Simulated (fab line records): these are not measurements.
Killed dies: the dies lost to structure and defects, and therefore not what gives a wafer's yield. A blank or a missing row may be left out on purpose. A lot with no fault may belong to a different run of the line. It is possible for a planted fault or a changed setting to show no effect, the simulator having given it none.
Tool commonality check || flow sky130 || 42 wafers sampled across 14 lots

## WHAT PROMPTED THE OPENING
2 of 14 lots carry a flag on the reading LDD_LDN_TW at SKY_LDD_LDN_TW_MEAS_13. Fault-free wafers read 1453, with a standard deviation of 11.
Rule: a lot is flagged when every wafer of it that has a number lies more than 4 standard deviations from that mean, or none has a number. The other lots count as sound.

{"lot": "L987", "measured": "day 24 16:21", "on": "film metro-03", "LDD_LDN_TW, wafer by wafer": "1455 1456 1454", "flag": ""}
{"lot": "L989", "measured": "day 24 18:42", "on": "film metro-04", "LDD_LDN_TW, wafer by wafer": "1433 1442 1441", "flag": ""}
{"lot": "L988", "measured": "day 24 21:08", "on": "film metro-03", "LDD_LDN_TW, wafer by wafer": "1461 1455 1459", "flag": ""}
{"lot": "L991", "measured": "day 25 11:15", "on": "film metro-02", "LDD_LDN_TW, wafer by wafer": "1478 1474 1471", "flag": ""}
{"lot": "L990", "measured": "day 25 11:19", "on": "film metro-03", "LDD_LDN_TW, wafer by wafer": "1454 1462 1467", "flag": ""}
{"lot": "L992", "measured": "day 25 12:26", "on": "film metro-03", "LDD_LDN_TW, wafer by wafer": "1450 1454 1454", "flag": ""}
{"lot": "L993", "measured": "day 26 00:32", "on": "film metro-02", "LDD_LDN_TW, wafer by wafer": "1460 1461 1464", "flag": ""}
{"lot": "L995", "measured": "day 26 23:52", "on": "film metro-02", "LDD_LDN_TW, wafer by wafer": "1460 1467 1455", "flag": ""}
{"lot": "L100", "measured": "day 28 12:27", "on": "film metro-02", "LDD_LDN_TW, wafer by wafer": "1351 1350 1353", "flag": "FLAGGED"}
{"lot": "L102", "measured": "day 28 17:23", "on": "film metro-04", "LDD_LDN_TW, wafer by wafer": "1318 1318 1317", "flag": "FLAGGED"}
{"lot": "L106", "measured": "day 29 20:32", "on": "film metro-04", "LDD_LDN_TW, wafer by wafer": "1444 1445 1439", "flag": ""}
{"lot": "L108", "measured": "day 30 06:38", "on": "film metro-04", "LDD_LDN_TW, wafer by wafer": "1447 1446 1440", "flag": ""}
{"lot": "L107", "measured": "day 30 10:03", "on": "film metro-04", "LDD_LDN_TW, wafer by wafer": "1452 1443 1453", "flag": ""}
{"lot": "L109", "measured": "day 30 12:03", "on": "film metro-03", "LDD_LDN_TW, wafer by wafer": "1455 1450 1453", "flag": ""}
The mean of the flagged lots' numbers is 1334, -118 from the usual (-11 standard deviations).

## EACH LOT AND THE TOOL IT RAN ON
2 process steps preceding the reading are held in the record, out of 708 steps in the route. Every cell lists first the tool, next ch and the chambers used by the sampled wafers, and last the start.
{"lot": "L987", "flag": "", "SKY_LDD_LDN_IMPLANT_10": "implanter-01 ch 0, day 24 15:58", "SKY_LDD_LDN_STRIP_12": "plasma asher-01 ch 0,1, day 24 16:14"}
{"lot": "L989", "flag": "", "SKY_LDD_LDN_IMPLANT_10": "implanter-01 ch 0, day 24 18:18", "SKY_LDD_LDN_STRIP_12": "plasma asher-02 ch 0,1, day 24 18:36"}
{"lot": "L988", "flag": "", "SKY_LDD_LDN_IMPLANT_10": "implanter-03 ch 0, day 24 20:44", "SKY_LDD_LDN_STRIP_12": "plasma asher-01 ch 0,1, day 24 21:02"}
{"lot": "L991", "flag": "", "SKY_LDD_LDN_IMPLANT_10": "implanter-01 ch 0, day 25 10:51", "SKY_LDD_LDN_STRIP_12": "plasma asher-01 ch 0,1, day 25 11:09"}
{"lot": "L990", "flag": "", "SKY_LDD_LDN_IMPLANT_10": "implanter-04 ch 0, day 25 10:53", "SKY_LDD_LDN_STRIP_12": "plasma asher-02 ch 0,1, day 25 11:13"}
{"lot": "L992", "flag": "", "SKY_LDD_LDN_IMPLANT_10": "implanter-03 ch 0, day 25 12:02", "SKY_LDD_LDN_STRIP_12": "plasma asher-01 ch 0,1, day 25 12:20"}
{"lot": "L993", "flag": "", "SKY_LDD_LDN_IMPLANT_10": "implanter-04 ch 0, day 26 00:08", "SKY_LDD_LDN_STRIP_12": "plasma asher-01 ch 1, day 26 00:26"}
{"lot": "L995", "flag": "", "SKY_LDD_LDN_IMPLANT_10": "implanter-01 ch 0, day 26 23:28", "SKY_LDD_LDN_STRIP_12": "plasma asher-01 ch 0,1, day 26 23:45"}
{"lot": "L100", "flag": "FLAGGED", "SKY_LDD_LDN_IMPLANT_10": "implanter-04, day 28 12:04", "SKY_LDD_LDN_STRIP_12": "plasma asher-01 ch 0, day 28 12:20"}
{"lot": "L102", "flag": "FLAGGED", "SKY_LDD_LDN_IMPLANT_10": "implanter-03, day 28 16:59", "SKY_LDD_LDN_STRIP_12": "plasma asher-02 ch 0,1, day 28 17:17"}
{"lot": "L106", "flag": "", "SKY_LDD_LDN_IMPLANT_10": "implanter-03 ch 0, day 29 20:08", "SKY_LDD_LDN_STRIP_12": "plasma asher-03 ch 0,1, day 29 20:26"}
{"lot": "L108", "flag": "", "SKY_LDD_LDN_IMPLANT_10": "implanter-01 ch 0, day 30 06:16", "SKY_LDD_LDN_STRIP_12": "plasma asher-02 ch 0,1, day 30 06:32"}
{"lot": "L107", "flag": "", "SKY_LDD_LDN_IMPLANT_10": "implanter-01 ch 0, day 30 09:39", "SKY_LDD_LDN_STRIP_12": "plasma asher-01 ch 0,1, day 30 09:57"}
{"lot": "L109", "flag": "", "SKY_LDD_LDN_IMPLANT_10": "implanter-01 ch 0, day 30 11:40", "SKY_LDD_LDN_STRIP_12": "plasma asher-02 ch 0, day 30 11:56"}
What is done by these steps:
- SKY_LDD_LDN_IMPLANT_10
- SKY_LDD_LDN_STRIP_12: strips in O2/N2.
- SKY_LDD_LDN_TW_MEAS_13

## FLAGGED OVER TOTAL, TOOL BY TOOL (the gauges that took the reading come last)
{"step": "SKY_LDD_LDN_IMPLANT_10", "tool": "implanter-01", "lots run": 7, "flagged": 0, "share of the flagged lots": "none", "sound lots run after its first flagged lot": "-"}
{"step": "SKY_LDD_LDN_IMPLANT_10", "tool": "implanter-03", "lots run": 4, "flagged": 1, "share of the flagged lots": "some", "sound lots run after its first flagged lot": "1 (L106)"}
{"step": "SKY_LDD_LDN_IMPLANT_10", "tool": "implanter-04", "lots run": 3, "flagged": 1, "share of the flagged lots": "some", "sound lots run after its first flagged lot": 0}
{"step": "SKY_LDD_LDN_STRIP_12", "tool": "plasma asher-01", "lots run": 8, "flagged": 1, "share of the flagged lots": "some", "sound lots run after its first flagged lot": "1 (L107)"}
{"step": "SKY_LDD_LDN_STRIP_12", "tool": "plasma asher-02", "lots run": 5, "flagged": 1, "share of the flagged lots": "some", "sound lots run after its first flagged lot": "2 (L108,L109)"}
{"step": "SKY_LDD_LDN_STRIP_12", "tool": "plasma asher-03", "lots run": 1, "flagged": 0, "share of the flagged lots": "none", "sound lots run after its first flagged lot": "-"}
{"step": "SKY_LDD_LDN_TW_MEAS_13", "tool": "film metro-02", "lots run": 4, "flagged": 1, "share of the flagged lots": "some", "sound lots run after its first flagged lot": 0}
{"step": "SKY_LDD_LDN_TW_MEAS_13", "tool": "film metro-03", "lots run": 5, "flagged": 0, "share of the flagged lots": "none", "sound lots run after its first flagged lot": "-"}
{"step": "SKY_LDD_LDN_TW_MEAS_13", "tool": "film metro-04", "lots run": 5, "flagged": 1, "share of the flagged lots": "some", "sound lots run after its first flagged lot": "3 (L106,L108,L107)"}

## WHAT IS ALLOWED BY THE TABLE
No row of the table ran every flagged lot.

## WHAT WAS PUT IN BY THE SIMULATOR
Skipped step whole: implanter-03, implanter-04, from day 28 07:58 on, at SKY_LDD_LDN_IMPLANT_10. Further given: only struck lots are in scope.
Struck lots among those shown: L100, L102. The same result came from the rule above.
